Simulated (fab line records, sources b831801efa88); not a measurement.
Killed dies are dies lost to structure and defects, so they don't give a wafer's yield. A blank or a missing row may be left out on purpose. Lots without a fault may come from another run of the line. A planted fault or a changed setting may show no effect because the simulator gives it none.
fab line records | flow gf180mcu
record lots=5 wafers=15 last_day=33
route steps=602 shown NWELL@46 LVPWELL@54
lots that met no fault: from a run of the same line without faults
start_h: hours from the record's first day to the start of the lot's first wafer shown | wait_h: hours since the lot's step before | " the same as in the row above | L1.1+2: a row that stands for several wafers | - no value, or no start given | * or withheld: withheld | < > ~ a bound
route shown NAME@n: a module of which the file shows steps, and the number in the route of the first | usual: mean/standard deviation of fault-free wafers | same: alike in all rows | chamber/n: place in a boat | sites: the reading at each site | _std_site: their standard deviation | _edge_site: outer sites' mean less inner sites' | radius_mm: how far each site lies from the wafer's centre | mask NAME#n: copy n | behind: the tool/chamber that last shaped the wafer | hold: why the lot was held/for how many hours/how that ended | device: the transistor (n, p or np) that didn't switch | end of line: the same wafers' tests at the end of the route | a step without rows: its recipe alone | killed: dies lost to structure and defects at the first sort, not the wafer's yield | map: a wafer's dies, x killed, . not, _ none there
set.NAME: the setting as run; set.NAME@STEP: as run at that earlier step | model.NAME: the simulator's own value behind a step, which no gauge read
lots at some steps of the route; a table a step, a row a wafer
services: from which hour (start_h, from the record's first day; less than 0 if before it) a tool's chamber was out of use, for how many hours, and why
## steps
# step GF_NWELL_EXPOSE_04
# recipe mask_id=Nwell target_cd_nm=860 na=0.6 source_shape=conventional sigma_outer=0.6 dose_mj=260
# step GF_NWELL_PEB_05
# recipe temp_c=115 time_s=withheld
# step GF_NWELL_DEVELOP_06
# recipe wall_angle_deg=90 develop_time_s=60 dev_temp_c=23
# step GF_NWELL_OVL_MEAS_07
# usual NWELL_OVL=0.1/1.3
# columns lot.wafer tool chamber start_h wait_h NWELL_OVL[nm]
L795.1 overlay-02 - 55.13 - -1.0
L795.4 " - " " -0.4
L795.6 " - " " -0.7
L802.2 overlay-02 - 92.89 - 0.9
L802.5 " - " " 0.8
L802.6 " - " " 1.5
L805.3 overlay-02 - 110.30 - 2.2
L805.4 " - " " -1.4
L805.5 " - " " 0.2
L808.2 overlay-01 - 131.89 - 0.2
L808.3 " - " " 1.0
L808.5 " - " " 1.1
L813.1 overlay-02 - 153.33 - -0.4
L813.3 " - " " 0.4
L813.5 " - " " 0.4
# step GF_NWELL_IMPLANT_08
# recipe species=P energy_kev=450 dose_cm2=1.5e+13 tilt_deg=0
# step GF_NWELL_IMPLANT_09
# recipe species=P energy_kev=160 dose_cm2=4e+12 tilt_deg=0
# step GF_NWELL_STRIP_10
# recipe chemistry=O2/N2 power_w=1400 pressure_mtorr=1500 platen_temp_c=250 o2_flow_sccm=3000 n2_flow_sccm=300 overash_fraction=0.5
# usual drypump_motor_current_A=5.6/0.37 heater_power_w=330/19 oes_product_au=0.722/0.005 strip_time_to_endpoint_s=36.94/0.1
# columns lot.wafer tool chamber start_h wait_h drypump_motor_current_A heater_power_w oes_product_au rf_hours_counter_h strip_time_to_endpoint_s
L795.1 plasma_asher-02 1 55.47 0.1 6.0 305 0.719 41 36.97
L795.4 " 1 " " 6.0 314 0.723 - 36.99
L795.6 " 0 " " 5.4 302 0.720 - 36.96
L802.2 plasma_asher-03 0 93.22 0.1 6.1 319 0.720 27 36.84
L802.5 " 1 " " 5.5 336 0.717 - 36.85
L802.6 " 0 " " 6.1 317 0.717 - 36.87
L805.3 plasma_asher-03 0 110.66 0.1 6.1 327 0.731 - 36.80
L805.4 " 1 " " 5.5 346 0.719 - 36.71
L805.5 " 1 " " 5.5 341 0.715 - 36.77
L808.2 plasma_asher-03 0 132.22 0.1 6.1 325 0.713 33 37.00
L808.3 " 0 " " 6.1 324 0.725 - 36.94
L808.5 " 0 " " 6.1 327 0.724 - 36.93
L813.1 plasma_asher-02 1 153.67 0.1 6.0 327 0.724 5 37.11
L813.3 " 1 " " 6.0 315 0.720 - 37.10
L813.5 " 0 " " 5.4 326 0.718 - 37.07
# step GF_NWELL_TW_MEAS_11
# usual NWELL_TW=1578/13
# columns lot.wafer tool chamber start_h wait_h NWELL_TW
L795.1 film_metro-03 - 55.57 0.1 1581
L795.4 " - " " 1580
L795.6 " - " " 1578
L802.2 film_metro-03 - 93.33 0.1 1584
L802.5 " - " " 1582
L802.6 " - " " 1582
L805.3 film_metro-03 - 110.74 0.1 1582
L805.4 " - " " 1577
L805.5 " - " " 1584
L808.2 film_metro-02 - 132.33 0.1 1575
L808.3 " - " " 1569
L808.5 " - " " 1577
L813.1 film_metro-02 - 153.77 0.1 1555
L813.3 " - " " 1560
L813.5 " - " " 1560
# step GF_LVPWELL_DEHYDRATE_00
# recipe temp_c=200 time_s=60
# step GF_LVPWELL_HMDS_01
# recipe prime_time_s=60 prime_temp_c=120
# step GF_LVPWELL_COAT_02
# recipe spin_rpm=2000 resist_thk_nm=3000
# step GF_LVPWELL_SOFTBAKE_03
# recipe temp_c=110 time_s=withheld
# step GF_LVPWELL_EXPOSE_04
# recipe mask_id=LVPWELL target_cd_nm=600 na=0.6 source_shape=conventional sigma_outer=0.6 dose_mj=260
# usual exposure_dose_mJ_cm2=260.03/0.26 stage_vel_mm_s=499.97/0.23
# same na=0.6 sigma_outer=0.6
# columns lot.wafer tool chamber start_h wait_h mask exposure_dose_mJ_cm2 stage_vel_mm_s
L795.1 iline_stepper-02 0 62.31 - LVPWELL#0 260.70 499.81
L795.4 " 0 " " LVPWELL#0 260.64 499.93
L795.6 " 0 " " LVPWELL#0 260.59 499.63
L802.2 iline_stepper-01 0 100.11 - LVPWELL#0 259.59 499.94
L802.5 " 0 " " LVPWELL#0 259.95 499.33
L802.6 " 0 " " LVPWELL#0 259.75 499.69
L805.3 iline_stepper-02 0 117.97 - LVPWELL_R1#0 260.11 500.22
L805.4 " 0 " " LVPWELL_R1#0 259.70 499.93
L805.5 " 0 " " LVPWELL_R1#0 259.95 499.95
L808.2 iline_stepper-01 0 139.72 - LVPWELL#0 259.51 500.00
L808.3 " 0 " " LVPWELL#0 259.85 500.08
L808.5 " 0 " " LVPWELL#0 259.74 500.25
L813.1 iline_stepper-01 0 161.86 - LVPWELL#0 259.85 499.88
L813.3 " 0 " " LVPWELL#0 259.98 500.23
L813.5 " 0 " " LVPWELL#0 259.98 500.11
# step GF_LVPWELL_PEB_05
# recipe temp_c=115 time_s=withheld
## services
# columns tool chamber start_h hours kind
iline_stepper-02 - 40.16 8.3 repair
iline_stepper-02 - 50.42 4.4 pm
plasma_asher-03 - 55.86 1.2 repair
iline_stepper-02 - 76.34 1.7 pm
iline_stepper-01 0 93.59 - calibration
plasma_asher-02 - 108.75 9.0 pm
plasma_asher-02 0 108.75 9.0 vent_cycle
plasma_asher-02 1 108.75 9.0 vent_cycle
plasma_asher-02 0 117.75 - clean
plasma_asher-02 1 117.75 - clean
iline_stepper-02 - 151.72 2.0 repair
iline_stepper-01 - 157.75 2.1 pm
iline_stepper-01 - 159.84 - consumable_replace:lamp
## key
first_sign step=GF_LVPWELL_EXPOSE_04 reading=mask direction=changed
effect none on later readings
met_at GF_LVPWELL_EXPOSE_04
struck_wafers L805.3,L805.4,L805.5
sort_left_out L805.3,L805.4,L805.5
tester_left_out L805
onset_between 62.31 117.97
fault kind=wrong_mask tool=any chamber=- onset_h=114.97 steps=GF_LVPWELL_EXPOSE_04 aux_copy=LVPWELL_R1#0 cd_offset_nm=-120 scope=struck_lots_only
# tester_left_out: of these lots the tester's yield and bins aren't shown, on N5 and GAA mostly nor the transistor test; their killed dies are dies lost to structure and defects alone, not to doping, threshold or leakage, so they don't give the yield
# sort_left_out: the simulated sort isn't trusted on such a fault, so these wafers' sort isn't shown, and their yield isn't known
